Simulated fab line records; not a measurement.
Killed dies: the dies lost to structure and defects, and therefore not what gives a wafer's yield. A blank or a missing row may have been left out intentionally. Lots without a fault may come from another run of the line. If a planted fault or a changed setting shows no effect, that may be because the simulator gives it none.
fab line records + flow sky130
[record]
- lots = 5
- wafers = 15
- lastDay = 49
route steps=708 shown VT_ADJUST_LVTN@111 VT_ADJUST_NCORE@119 VT_ADJUST_HVTR@131 PAD_OPEN@708
lots with no fault: from the same line, run without faults
startH: start of the lot's first displayed wafer, in hours after the record's first day + waitH: how many hours have passed since the lot's step before this one + " same as the row above + L1.1+2: several wafers, shown together as one row + - no value present, or no start provided + * or withheld: withheld + < > ~ a bound
route shown NAME@n: names a module that has steps shown in the file, with the first one's number in the route + usual: average and standard deviation across the fault-free wafers + same: alike in all rows + chamber/n: place in a boat + sites: per-site readings + _std_site: the values' standard deviation + _edge_site: inner sites' mean taken away from outer sites' mean + radiusMm: how far each site lies from the wafer's centre + mask NAME#n: copy n + behind: the most recent tool/chamber to have shaped the wafer + hold: what put the lot on hold/how long, in hours/how the hold closed + device: whichever transistor did not switch (one of n, p or np) + end of line: tests of these same wafers at the route's end + where a step has no rows: the recipe by itself + killed: count of dies lost to structure and defects at first sort (not the wafer's yield) + map: dies across one wafer; x = killed, . = not, _ = none there
set.NAME: setting as actually run; set.NAME@STEP: the setting as run at that earlier step + model.NAME: the simulator's own value behind a step, which no gauge read
lots seen at some steps along the route; tables by step, rows by wafer
services: when a tool's chamber went out of use (startH, in hours from the record's first day, below 0 if earlier), for how many hours, and the reason
[[steps]]
[step SKY_VT_ADJUST_LVTN_SOFTBAKE_14]
[recipe]
- tempC = 90
- timeS = 60
- resist = NOVOLAK
[step SKY_VT_ADJUST_LVTN_EXPOSE_15]
[recipe]
- maskId = HVN_STD_DERIVED
- na = 0.6
- sourceShape = conventional
- sigmaOuter = 0.6
- polarization = unpolarized
- targetCdNm = 600
- doseMj = 163
[step SKY_VT_ADJUST_LVTN_PEB_16]
[recipe]
- tempC = withheld
- timeS = *
- resist = NOVOLAK
[step SKY_VT_ADJUST_LVTN_DEVELOP_17]
[recipe]
- resist = NOVOLAK
- developer = TMAH
- developTimeS = 60
- devTempC = 23
[step SKY_VT_ADJUST_LVTN_OVL_MEAS_18]
[usual]
- VT_ADJUST_LVTN_01_OVL = 0.3/1.4
| lot.wafer | tool       | chamber | startH | waitH | VT_ADJUST_LVTN_01_OVL[nm] |
|-----------|------------|---------|--------|-------|---------------------------|
| L205.2    | overlay-01 | -       | 181.91 | 0.1   | 1.2                       |
| L205.3    | "          | -       | "      | "     | 2.5                       |
| L205.5    | "          | -       | "      | "     | 2.4                       |
| L211.1    | overlay-01 | -       | 236.46 | 0.1   | 0.9                       |
| L211.3    | "          | -       | "      | "     | 1.2                       |
| L211.5    | "          | -       | "      | "     | 2.0                       |
| L213.1    | overlay-01 | -       | 243.26 | 0.1   | -0.2                      |
| L213.3    | "          | -       | "      | "     | 0.8                       |
| L213.6    | "          | -       | "      | "     | 0.9                       |
| L216.2    | overlay-01 | -       | 260.27 | 0.1   | 0.9                       |
| L216.5    | "          | -       | "      | "     | 2.1                       |
| L216.6    | "          | -       | "      | "     | 0.7                       |
| L222.2    | overlay-01 | -       | 293.62 | 0.1   | 2.2                       |
| L222.3    | "          | -       | "      | "     | -0.1                      |
| L222.6    | "          | -       | "      | "     | 1.5                       |
[step SKY_VT_ADJUST_LVTN_IMPLANT_19]
[recipe]
- species = B
- energyKev = 30
- doseCm2 = 6.5e+11
- tiltDeg = withheld
[step SKY_VT_ADJUST_LVTN_STRIP_20]
[recipe]
- chemistry = O2/N2
- powerW = 1400
- pressureMtorr = 1500
- platenTempC = withheld
- o2FlowSccm = 3000
- n2FlowSccm = 300
- overashFraction = 0.5
[usual]
- drypumpMotorCurrentA = 5.84/0.28
- n2FlowSccm = 300.0/0.95
- oesProductAu = 0.716/0.0045
- stripTimeToEndpointS = 14.18/0.038
| lot.wafer | tool           | chamber | startH | waitH | drypumpMotorCurrentA | n2FlowSccm | oesProductAu | rfHoursCounterH | stripTimeToEndpointS |
|-----------|----------------|---------|--------|-------|----------------------|------------|--------------|-----------------|----------------------|
| L205.2    | plasmaAsher-01 | 1       | 182.09 | 0.1   | 5.71                 | 299.7      | 0.719        | 51              | 14.24                |
| L205.3    | "              | 0       | "      | "     | 5.91                 | 299.5      | 0.719        | -               | 14.19                |
| L205.5    | "              | 0       | "      | "     | 5.92                 | 300.8      | 0.707        | -               | 14.20                |
| L211.1    | plasmaAsher-04 | 0       | 236.64 | 0.1   | 5.91                 | 298.9      | 0.715        | 11              | 14.16                |
| L211.3    | "              | 0       | "      | "     | 5.94                 | 298.7      | 0.720        | -               | 14.16                |
| L211.5    | "              | 1       | "      | "     | 6.44                 | 300.4      | 0.714        | -               | 14.16                |
| L213.1    | plasmaAsher-04 | 1       | 243.45 | 0.1   | 6.46                 | 299.3      | 0.718        | 12              | 14.23                |
| L213.3    | "              | 0       | "      | "     | 5.92                 | 299.2      | 0.716        | -               | 14.23                |
| L213.6    | "              | 1       | "      | "     | 6.45                 | 298.9      | 0.718        | -               | 14.20                |
| L216.2    | plasmaAsher-04 | 0       | 260.45 | 0.1   | 5.89                 | 299.9      | 0.711        | 13              | 14.18                |
| L216.5    | "              | 0       | "      | "     | 5.92                 | 299.5      | 0.716        | -               | 14.16                |
| L216.6    | "              | 1       | "      | "     | 6.46                 | 299.8      | 0.718        | -               | 14.15                |
| L222.2    | plasmaAsher-01 | 1       | 293.80 | 0.1   | 5.69                 | 299.0      | 0.729        | 62              | 14.23                |
| L222.3    | "              | 0       | "      | "     | 5.93                 | 300.6      | 0.711        | -               | 14.21                |
| L222.6    | "              | 0       | "      | "     | 5.93                 | 301.3      | 0.712        | -               | 14.19                |
[step SKY_VT_ADJUST_LVTN_TW_MEAS_21]
[usual]
- VT_ADJUST_LVTN_2_TW = 186.7/0.68
| lot.wafer | tool         | chamber | startH | waitH | VT_ADJUST_LVTN_2_TW |
|-----------|--------------|---------|--------|-------|---------------------|
| L205.2    | filmMetro-02 | -       | 182.20 | 0.1   | 186.0               |
| L205.3    | "            | -       | "      | "     | 185.4               |
| L205.5    | "            | -       | "      | "     | 186.0               |
| L211.1    | filmMetro-03 | -       | 236.74 | 0.1   | 186.6               |
| L211.3    | "            | -       | "      | "     | 187.1               |
| L211.5    | "            | -       | "      | "     | 187.4               |
| L213.1    | filmMetro-03 | -       | 243.55 | 0.1   | 186.7               |
| L213.3    | "            | -       | "      | "     | 187.5               |
| L213.6    | "            | -       | "      | "     | 186.6               |
| L216.2    | filmMetro-02 | -       | 260.56 | 0.1   | 186.8               |
| L216.5    | "            | -       | "      | "     | 187.5               |
| L216.6    | "            | -       | "      | "     | 185.8               |
| L222.2    | filmMetro-02 | -       | 293.91 | 0.1   | 187.1               |
| L222.3    | "            | -       | "      | "     | 186.8               |
| L222.6    | "            | -       | "      | "     | 187.6               |
[step SKY_VT_ADJUST_NCORE_DEHYDRATE_00]
[recipe]
- tempC = 200
- timeS = 60
[step SKY_VT_ADJUST_NCORE_HMDS_01]
[recipe]
- primeTimeS = 60
- primeTempC = 120
[step SKY_VT_ADJUST_NCORE_COAT_02]
[recipe]
- resist = NOVOLAK
- spinRpm = 3000
- resistThkNm = 1140
[step SKY_VT_ADJUST_NCORE_SOFTBAKE_03]
[recipe]
- tempC = 90
- timeS = 60
- resist = NOVOLAK
[step SKY_VT_ADJUST_NCORE_EXPOSE_04]
[recipe]
- maskId = LVTN_COMPLEMENT_THIN
- na = 0.6
- sourceShape = conventional
- sigmaOuter = 0.6
- polarization = unpolarized
- targetCdNm = 380
- doseMj = 139
[usual]
- stageVelMmS = 500.0/0.3
| lot.wafer | tool            | chamber | startH | waitH | mask                   | stageVelMmS |
|-----------|-----------------|---------|--------|-------|------------------------|-------------|
| L205.2    | ilineStepper-01 | 0       | 192.80 | -     | HVN_STD_DERIVED#0      | 499.7       |
| L205.3    | "               | 0       | "      | "     | HVN_STD_DERIVED#0      | 500.3       |
| L205.5    | "               | 0       | "      | "     | HVN_STD_DERIVED#0      | 500.2       |
| L211.1    | ilineStepper-02 | 0       | 248.03 | -     | LVTN_COMPLEMENT_THIN#0 | 499.8       |
| L211.3    | "               | 0       | "      | "     | LVTN_COMPLEMENT_THIN#0 | 499.7       |
| L211.5    | "               | 0       | "      | "     | LVTN_COMPLEMENT_THIN#0 | 499.5       |
| L213.1    | ilineStepper-01 | 0       | 255.26 | -     | LVTN_COMPLEMENT_THIN#0 | 500.1       |
| L213.3    | "               | 0       | "      | "     | LVTN_COMPLEMENT_THIN#0 | 500.3       |
| L213.6    | "               | 0       | "      | "     | LVTN_COMPLEMENT_THIN#0 | 500.6       |
| L216.2    | ilineStepper-02 | 0       | 271.81 | -     | LVTN_COMPLEMENT_THIN#0 | 500.0       |
| L216.5    | "               | 0       | "      | "     | LVTN_COMPLEMENT_THIN#0 | 500.0       |
| L216.6    | "               | 0       | "      | "     | LVTN_COMPLEMENT_THIN#0 | 500.1       |
| L222.2    | ilineStepper-02 | 0       | 307.41 | -     | LVTN_COMPLEMENT_THIN#0 | 500.1       |
| L222.3    | "               | 0       | "      | "     | LVTN_COMPLEMENT_THIN#0 | 499.7       |
| L222.6    | "               | 0       | "      | "     | LVTN_COMPLEMENT_THIN#0 | 499.9       |
[step SKY_VT_ADJUST_NCORE_PEB_05]
[recipe]
- tempC = withheld
- timeS = *
- resist = NOVOLAK
[step SKY_VT_ADJUST_NCORE_DEVELOP_06]
[recipe]
- resist = NOVOLAK
- developer = TMAH
- developTimeS = 60
- devTempC = 23
[step SKY_VT_ADJUST_NCORE_CD_MEAS_07]
[recipe]
- targetCdNm = 380
[usual]
- cdNm = 380.0/2.2
| lot.wafer | tool     | chamber | startH | waitH | cdNm  |
|-----------|----------|---------|--------|-------|-------|
| L205.2    | cdSem-01 | -       | 203.33 | 0.1   | -     |
| L205.3    | "        | -       | "      | "     | -     |
| L205.5    | "        | -       | "      | "     | -     |
| L211.1    | cdSem-02 | -       | 259.31 | 0.1   | 378.5 |
| L211.3    | "        | -       | "      | "     | 380.1 |
| L211.5    | "        | -       | "      | "     | 379.0 |
| L213.1    | cdSem-02 | -       | 266.56 | 0.1   | 378.3 |
| L213.3    | "        | -       | "      | "     | 379.6 |
| L213.6    | "        | -       | "      | "     | 380.4 |
| L216.2    | cdSem-01 | -       | 284.38 | 0.1   | 379.7 |
| L216.5    | "        | -       | "      | "     | 379.8 |
| L216.6    | "        | -       | "      | "     | 378.9 |
| L222.2    | cdSem-02 | -       | 320.43 | 0.1   | 380.4 |
| L222.3    | "        | -       | "      | "     | 378.0 |
| L222.6    | "        | -       | "      | "     | 379.2 |
[step SKY_VT_ADJUST_NCORE_OVL_MEAS_08]
[usual]
- VT_ADJUST_NCORE_OVL = 0.3/1.5
| lot.wafer | tool       | chamber | startH | waitH | VT_ADJUST_NCORE_OVL[nm] |
|-----------|------------|---------|--------|-------|-------------------------|
| L205.2    | overlay-02 | -       | 203.44 | 0.1   | -                       |
| L205.3    | "          | -       | "      | "     | -                       |
| L205.5    | "          | -       | "      | "     | -                       |
| L211.1    | overlay-01 | -       | 259.43 | 0.1   | -1.1                    |
| L211.3    | "          | -       | "      | "     | -0.6                    |
| L211.5    | "          | -       | "      | "     | 1.0                     |
| L213.1    | overlay-02 | -       | 266.68 | 0.1   | -1.8                    |
| L213.3    | "          | -       | "      | "     | -1.0                    |
| L213.6    | "          | -       | "      | "     | -3.1                    |
| L216.2    | overlay-02 | -       | 284.49 | 0.1   | 2.1                     |
| L216.5    | "          | -       | "      | "     | 1.7                     |
| L216.6    | "          | -       | "      | "     | 1.9                     |
| L222.2    | overlay-01 | -       | 320.54 | 0.1   | 2.0                     |
| L222.3    | "          | -       | "      | "     | 2.0                     |
| L222.6    | "          | -       | "      | "     | 1.3                     |
[step SKY_VT_ADJUST_NCORE_IMPLANT_09]
[recipe]
- species = B
- energyKev = 10
- doseCm2 = 2.4e+12
- tiltDeg = withheld
[step SKY_VT_ADJUST_NCORE_STRIP_10]
[recipe]
- chemistry = O2/N2
- powerW = 1400
- pressureMtorr = 1500
- platenTempC = withheld
- o2FlowSccm = 3000
- n2FlowSccm = 300
- overashFraction = 0.5
[usual]
- drypumpMotorCurrentA = 6.02/0.27
- n2FlowSccm = 300.1/0.84
- oesProductAu = 0.716/0.0046
- stripTimeToEndpointS = 14.17/0.041
| lot.wafer | tool           | chamber | startH | waitH | drypumpMotorCurrentA | n2FlowSccm | oesProductAu | rfHoursCounterH | stripTimeToEndpointS |
|-----------|----------------|---------|--------|-------|----------------------|------------|--------------|-----------------|----------------------|
| L205.2    | plasmaAsher-02 | 0       | 203.62 | 0.1   | 5.74                 | 301.3      | 0.719        | 53              | 14.15                |
| L205.3    | "              | 0       | "      | "     | 5.73                 | 301.3      | 0.715        | -               | 14.14                |
| L205.5    | "              | 0       | "      | "     | 5.73                 | 301.3      | 0.717        | -               | 14.17                |
| L211.1    | plasmaAsher-02 | 1       | 259.61 | 0.1   | 6.26                 | 299.8      | 0.711        | 58              | 14.23                |
| L211.3    | "              | 0       | "      | "     | 5.76                 | 299.9      | 0.714        | -               | 14.26                |
| L211.5    | "              | 1       | "      | "     | 6.25                 | 301.3      | 0.716        | -               | 14.21                |
| L213.1    | plasmaAsher-02 | 1       | 266.86 | 0.1   | 6.25                 | 300.5      | 0.719        | 59              | 14.11                |
| L213.3    | "              | 1       | "      | "     | 6.27                 | 300.2      | 0.719        | -               | 14.13                |
| L213.6    | "              | 0       | "      | "     | 5.70                 | 300.3      | 0.717        | -               | 14.12                |
| L216.2    | plasmaAsher-01 | 0       | 284.67 | 0.1   | 5.92                 | 299.9      | 0.720        | 61              | 14.15                |
| L216.5    | "              | 1       | "      | "     | 5.70                 | 300.8      | 0.710        | -               | 14.14                |
| L216.6    | "              | 0       | "      | "     | 5.92                 | 299.2      | 0.709        | -               | 14.13                |
| L222.2    | plasmaAsher-04 | 0       | 320.72 | 0.1   | 5.89                 | 299.9      | 0.712        | 20              | 14.17                |
| L222.3    | "              | 1       | "      | "     | 6.44                 | 299.5      | 0.722        | -               | 14.20                |
| L222.6    | "              | 0       | "      | "     | 5.91                 | 300.8      | 0.715        | -               | 14.14                |
[step SKY_VT_ADJUST_NCORE_TW_MEAS_11]
[usual]
- VT_ADJUST_NCORE_TW = 218.6/1.7
| lot.wafer | tool         | chamber | startH | waitH | VT_ADJUST_NCORE_TW |
|-----------|--------------|---------|--------|-------|--------------------|
| L205.2    | filmMetro-01 | -       | 203.73 | 0.1   | 30.3               |
| L205.3    | "            | -       | "      | "     | 30.3               |
| L205.5    | "            | -       | "      | "     | 30.1               |
| L211.1    | filmMetro-03 | -       | 259.71 | 0.1   | 216.5              |
| L211.3    | "            | -       | "      | "     | 218.6              |
| L211.5    | "            | -       | "      | "     | 218.5              |
| L213.1    | filmMetro-01 | -       | 266.96 | 0.1   | 219.9              |
| L213.3    | "            | -       | "      | "     | 219.6              |
| L213.6    | "            | -       | "      | "     | 219.0              |
| L216.2    | filmMetro-02 | -       | 284.78 | 0.1   | 215.6              |
| L216.5    | "            | -       | "      | "     | 217.8              |
| L216.6    | "            | -       | "      | "     | 216.7              |
| L222.2    | filmMetro-02 | -       | 320.83 | 0.1   | 217.3              |
| L222.3    | "            | -       | "      | "     | 217.1              |
| L222.6    | "            | -       | "      | "     | 215.6              |
[step SKY_VT_ADJUST_HVTR_DEHYDRATE_00]
[recipe]
- tempC = 200
- timeS = 60
[step SKY_PAD_OPEN_PROBE_99]
[usual]
- defectLimitedYield = 82.6/1.8
- killed_at_M0_to_M3 = 43/6.3
- killed_at_M4_up = 3.0/1.6
- killedAtContacts = 25/5
- killedAtFrontEnd = 15/4.4
- killedAtOther = 0.3/0.8
- killedDies = 85/8.7
- killedOpen = 47/6.9
- killedShort = 38/6.3
- sort_bin_3_pad_short = 0.9/0.39
- sort_bin_5_function = 10.3/1.3
- sort_bin_6_memory = 6.2/1.1
- sortNPass = 407/8.8
- sortYieldPct = 82.6/1.8
[same]
- grossDies = 492
- killedAtBackSide = 0
- sort_bin_4_leakage[%] = 0
- sort_bin_8_speed[%] = 0
| lot.wafer | tool      | chamber | startH  | waitH | defectLimitedYield[%] | killed_at_M0_to_M3 | killed_at_M4_up | killedAtContacts | killedAtFrontEnd | killedAtOther | killedDies | killedOpen | killedShort | sort_bin_3_pad_short[%] | sort_bin_5_function[%] | sort_bin_6_memory[%] | sortNPass | sortYieldPct[%] |
|-----------|-----------|---------|---------|-------|-----------------------|--------------------|-----------------|------------------|------------------|---------------|------------|------------|-------------|-------------------------|------------------------|----------------------|-----------|-----------------|
| L211.1    | prober-01 | -       | 1143.64 | 0.1   | 80.7                  | 45                 | 5               | 31               | 14               | 0             | 95         | 58         | 37          | 0.8                     | 10.8                   | 7.7                  | 397       | 80.7            |
| L211.3    | prober-01 | -       | 1143.74 | 0.2   | 81.7                  | 38                 | 3               | 23               | 25               | 1             | 90         | 50         | 40          | 0.8                     | 11.8                   | 5.7                  | 402       | 81.7            |
| L211.5    | prober-01 | -       | 1143.84 | 0.2   | 79.1                  | 44                 | 3               | 35               | 20               | 1             | 103        | 53         | 50          | 1.4                     | 10.8                   | 8.7                  | 389       | 79.1            |
| L213.1    | prober-02 | -       | 1152.59 | 0.1   | 80.5                  | 47                 | 4               | 23               | 20               | 2             | 96         | 47         | 49          | 1.8                     | 10.8                   | 6.9                  | 396       | 80.5            |
| L213.3    | prober-02 | -       | 1152.69 | 0.2   | 79.9                  | 38                 | 2               | 33               | 21               | 5             | 99         | 55         | 39          | 0.8                     | 12.4                   | 6.9                  | 393       | 79.9            |
| L213.6    | prober-02 | -       | 1152.84 | 0.2   | 82.7                  | 48                 | 1               | 18               | 18               | 0             | 85         | 44         | 41          | 0.6                     | 10.0                   | 6.7                  | 407       | 82.7            |
| L216.2    | prober-01 | -       | 1157.22 | 0.1   | 81.5                  | 52                 | 1               | 19               | 19               | 0             | 91         | 53         | 38          | 1.0                     | 10.8                   | 6.7                  | 401       | 81.5            |
| L216.5    | prober-01 | -       | 1157.37 | 0.2   | 85.6                  | 33                 | 2               | 27               | 9                | 0             | 71         | 45         | 26          | 0.2                     | 9.3                    | 4.9                  | 421       | 85.6            |
| L216.6    | prober-01 | -       | 1157.42 | 0.2   | 82.5                  | 39                 | 1               | 30               | 16               | 0             | 86         | 53         | 33          | 1.4                     | 10.0                   | 6.1                  | 406       | 82.5            |
| L222.2    | prober-02 | -       | 1182.17 | 0.1   | 82.7                  | 43                 | 5               | 27               | 10               | 0             | 85         | 50         | 35          | 1.4                     | 11.2                   | 4.7                  | 407       | 82.7            |
| L222.3    | prober-02 | -       | 1182.22 | 0.2   | 80.7                  | 47                 | 3               | 29               | 16               | 0             | 95         | 55         | 40          | 0.8                     | 11.2                   | 7.3                  | 397       | 80.7            |
| L222.6    | prober-02 | -       | 1182.37 | 0.2   | 84.1                  | 36                 | 6               | 32               | 4                | 0             | 78         | 39         | 39          | 1.2                     | 8.1                    | 6.5                  | 414       | 84.1            |
// killed by level:class
L211.1 VIA3:geometricParticle:open=12 VIA2:geometricParticle:open=11 CONTACT:geometricParticle:open=9 LI_CONTACT:geometricParticle:open=7 LOCAL_INTERCONNECT:geometricParticle:short=6 VIA1:geometricParticle:open=6 VIA1:geometricParticle:short=5 FIELD_ISO:geometricParticle:open=4
L211.3 CONTACT:geometricParticle:open=13 FIELD_ISO:geometricParticle:open=8 VIA2:geometricParticle:open=8 METAL2:geometricParticle:short=8 FIELD_ISO:geometricParticle:short=6 POLY_GATE:geometricParticle:open=4 VIA3:geometricParticle:open=4 LI_CONTACT:geometricParticle:open=4
L211.5 CONTACT:geometricParticle:open=12 VIA2:geometricParticle:open=9 FIELD_ISO:geometricParticle:short=8 LOCAL_INTERCONNECT:geometricParticle:short=7 LI_CONTACT:geometricParticle:open=6 VIA3:geometricParticle:short=6 LI_CONTACT:geometricParticle:short=5 VIA1:geometricParticle:open=5
L213.1 VIA1:geometricParticle:open=11 POLY_GATE:geometricParticle:short=8 LI_CONTACT:geometricParticle:open=7 VIA2:geometricParticle:open=7 CONTACT:geometricParticle:open=6 VIA1:geometricParticle:short=6 LI_CONTACT:geometricParticle:short=5 METAL1:geometricParticle:short=5
L213.3 CONTACT:geometricParticle:open=15 VIA1:geometricParticle:open=10 LI_CONTACT:geometricParticle:open=7 VIA2:geometricParticle:open=7 METAL2:geometricParticle:short=6 FIELD_ISO:geometricParticle:short=5 LI_CONTACT:geometricParticle:short=5 PASSIVATION:areaEtch=5
L213.6 VIA1:geometricParticle:open=11 VIA3:geometricParticle:open=8 METAL2:geometricParticle:short=8 CONTACT:geometricParticle:open=7 FIELD_ISO:geometricParticle:short=5 POLY_GATE:geometricParticle:open=5 VIA1:geometricParticle:short=5 POLY_GATE:geometricParticle:short=4
L216.2 VIA1:geometricParticle:open=12 METAL1:geometricParticle:short=8 VIA2:geometricParticle:open=8 CONTACT:geometricParticle:open=7 METAL2:geometricParticle:short=6 FIELD_ISO:geometricParticle:open=5 LI_CONTACT:geometricParticle:open=5 VIA3:geometricParticle:open=5
L216.5 CONTACT:geometricParticle:open=13 LI_CONTACT:geometricParticle:open=6 VIA1:geometricParticle:open=6 CONTACT:geometricParticle:short=4 METAL1:geometricParticle:short=4 VIA2:geometricParticle:open=4 METAL2:geometricParticle:short=4 VIA3:geometricParticle:open=4
L216.6 CONTACT:geometricParticle:open=13 VIA1:geometricParticle:open=9 FIELD_ISO:geometricParticle:open=8 LOCAL_INTERCONNECT:geometricParticle:short=6 CONTACT:geometricParticle:short=6 VIA2:geometricParticle:open=6 VIA3:geometricParticle:open=6 POLY_GATE:geometricParticle:open=4
L222.2 VIA1:geometricParticle:open=14 CONTACT:geometricParticle:open=10 VIA2:geometricParticle:open=9 VIA1:geometricParticle:short=7 LI_CONTACT:geometricParticle:open=5 VIA3:geometricParticle:short=5 LOCAL_INTERCONNECT:geometricParticle:short=5 FIELD_ISO:geometricParticle:open=3
L222.3 CONTACT:geometricParticle:open=15 VIA1:geometricParticle:open=10 VIA3:geometricParticle:open=8 METAL1:geometricParticle:short=7 VIA2:geometricParticle:open=7 LI_CONTACT:geometricParticle:open=7 METAL2:geometricParticle:short=7 POLY_GATE:geometricParticle:short=5
L222.6 CONTACT:geometricParticle:open=12 LI_CONTACT:geometricParticle:open=9 METAL2:geometricParticle:short=8 VIA1:geometricParticle:open=7 CONTACT:geometricParticle:short=7 METAL4:geometricParticle:short=6 LI_CONTACT:geometricParticle:short=3 METAL1:geometricParticle:short=3
[[services]]
| tool            | chamber | startH | hours | kind                   |
|-----------------|---------|--------|-------|------------------------|
| ilineStepper-01 | -       | 169.63 | 1.7   | pm                     |
| plasmaAsher-04  | -       | 245.88 | 5.9   | pm                     |
| plasmaAsher-01  | -       | 246.66 | 1.7   | repair                 |
| ilineStepper-01 | -       | 262.27 | 2.1   | pm                     |
| ilineStepper-01 | -       | 264.35 | -     | consumableReplace:lamp |
| ilineStepper-02 | -       | 268.97 | 1.7   | pm                     |
| plasmaAsher-02  | -       | 305.66 | 4.8   | repair                 |
[[key]]
[firstSign]
- step = SKY_VT_ADJUST_NCORE_EXPOSE_04
- reading = mask
- direction = changed
[effect]
- step = SKY_VT_ADJUST_NCORE_CD_MEAS_07
- reading = cdNm
- direction = missing
[effect]
- step = SKY_VT_ADJUST_NCORE_OVL_MEAS_08
- reading = VT_ADJUST_NCORE_OVL
- direction = missing
[effect]
- step = SKY_VT_ADJUST_NCORE_TW_MEAS_11
- reading = VT_ADJUST_NCORE_TW
- direction = down
- sigmas = 99+
- usual = 218.6
- struck = 30.2
metAt SKY_VT_ADJUST_NCORE_EXPOSE_04
struckWafers L205.2,L205.3,L205.5
rowsEnd L205.2,L205.3,L205.5
[fault]
- kind = wrongMask
- tool = any
- chamber = -
- onsetH = 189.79
- steps = SKY_VT_ADJUST_NCORE_EXPOSE_04
- auxCopy = HVN_STD_DERIVED#0
- scope = struckLotsOnly
// rowsEnd: these wafers met a further fault down the route, and their rows from its step on are left out
